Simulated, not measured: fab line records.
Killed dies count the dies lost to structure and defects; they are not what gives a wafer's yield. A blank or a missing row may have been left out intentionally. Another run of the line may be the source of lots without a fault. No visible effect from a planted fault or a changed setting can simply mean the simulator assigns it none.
Struck lot and sound lot, side by side || flow gf180mcu || 17 steps out of a route of 602
Sound: wafers L422.1, L422.3, L422.5. Struck: wafer L430.1 (L430.2, L430.4, from the same lot, were not struck and are left out); the cause is given at the end.
Each step with rows lists, per side, the tool, then ch with its chambers, then its first start. Under that, the readings that differ: sound wafers || struck wafers || difference of the means || sigmas: that difference in standard deviations of wafers without a fault.
alike: readings whose means differ by less than 2 such deviations, and words and numbers that are the same on both sides. not compared: withheld readings, readings that some wafer has no value for, bounds like >300 that may hide the same value, and numbers for which the record gives no deviation and whose values overlap.
Wherever a step has rows on one side only, a row that says differs or no value, or a row with sigmas, the two part there. Numbers that don't overlap but have no deviation are shown without sigmas and don't part them. A reading that every wafer of one side lacks parts them only if that side has two wafers or more.

first, 1 step without rows for these wafers: GF_STI_DEVELOP_11 (develop time 60 s).
GF_STI_CD_MEAS_12: target cd 220 nm.
  struck on cdSem-01, day 3 18:31; sound on cdSem-02, day 2 00:31
  alike: cdNm
GF_STI_ETCH_13: etches the open film in CHF3/O2, stops on Si, target depth 282.31 nm, time 112.9 s.
  sound on rieDiel-04 ch 1,2,3, day 2 00:38; struck on rieDiel-02 ch 3, day 3 18:38
  alike: drypumpMotorCurrentA, oesProductAu, throttleValvePct
  not compared: rfHoursCounterH
GF_STI_ETCH_14: etches Si in HBr/Cl2/O2, target depth 360 nm, time 102.9 s.
  sound on rieSi-02 ch 0,1,3, day 2 00:43; struck on rieSi-02 ch 2, day 3 18:43
{"reading": "drypumpMotorCurrentA (A)", "sound": "6.3 6.1 5.7", "struck": 4.9, "difference": -1.1, "sigmas": -2}
  alike: oesProductAu, throttleValvePct
  not compared: rfHoursCounterH
GF_STI_STRIP_15: strips in O2/N2.
  sound on plasmaAsher-04 ch 0,1, day 2 00:47; struck on plasmaAsher-02 ch 0, day 3 18:47
  alike: drypumpMotorCurrentA, heaterPowerW, oesProductAu, stripTimeToEndpointS
  not compared: rfHoursCounterH
then, 6 steps without rows for these wafers: GF_STI_CLEAN_16 (cleans in dHF, time 25 s); GF_STI_WET_ETCH_17 (etches Si3N4 in H3PO4, target depth 45 nm, time 514 s); GF_STI_CLEAN_18 (cleans in SC1/SC2, time 150 s); GF_STI_CLEAN_19 (cleans in dHF, time 20 s); GF_STI_WET_ETCH_20 (etches SiO2 in dHF, target depth 20 nm, time 400 s); GF_STI_OXIDATION_21 (stabilise 600 s, purge 300 s, target thk 15 nm).
GF_STI_THK_MEAS_22:
  struck on filmMetro-03, day 3 20:27; sound on filmMetro-03, day 2 03:10
{"reading": "STI_OXIDATION_01_THK (nm)", "sound": "14.5 14.2 14.5", "struck": 15.5, "difference": "+1.1", "sigmas": "+3"}
GF_STI_CVD_23: deposits SiO2, target thk 650 nm, time 108.3 s.
  sound on hdpcvd-01 ch 0,1, day 2 03:14; struck on hdpcvd-02 ch 0, day 3 20:31
{"reading": "model.SiO2_of_STI_CVD_23.thkNm (nm)", "sound": "652.3 652 653.8", "struck": 593.2, "difference": -59.5, "sigmas": ""}
  alike: pressureMtorr, sih4FlowSccm
GF_STI_THK_MEAS_24:
  struck on filmMetro-03, day 3 20:35; sound on filmMetro-01, day 2 03:19
{"reading": "STI_CVD_23_THK (nm)", "sound": "652 652 653", "struck": 594, "difference": -58, "sigmas": -10}
GF_STI_CMP_25: polishes, stops on Si3N4, t overpolish 33 s, target thk 524.6 nm.
  sound on cmp-02 ch 1,3, day 2 03:22; struck on cmp-01 ch 0, day 3 20:40
{"reading": "timeToEndpointS (s)", "sound": "119 128 126", "struck": 109, "difference": -15, "sigmas": -4}
  alike: edgeZonePressureFrac, motorCurrentA, slurryFilterDpKPa
then, 2 steps without rows for these wafers: GF_STI_WET_ETCH_26 (etches SiO2 in dHF, target depth 94 nm, time 188 s); GF_PASSIVATION_PROBE_99.

## WHERE THEY PART
Last at GF_STI_CMP_25 as far as this record goes, first at GF_STI_ETCH_14.

WHY: whatever the simulator had introduced
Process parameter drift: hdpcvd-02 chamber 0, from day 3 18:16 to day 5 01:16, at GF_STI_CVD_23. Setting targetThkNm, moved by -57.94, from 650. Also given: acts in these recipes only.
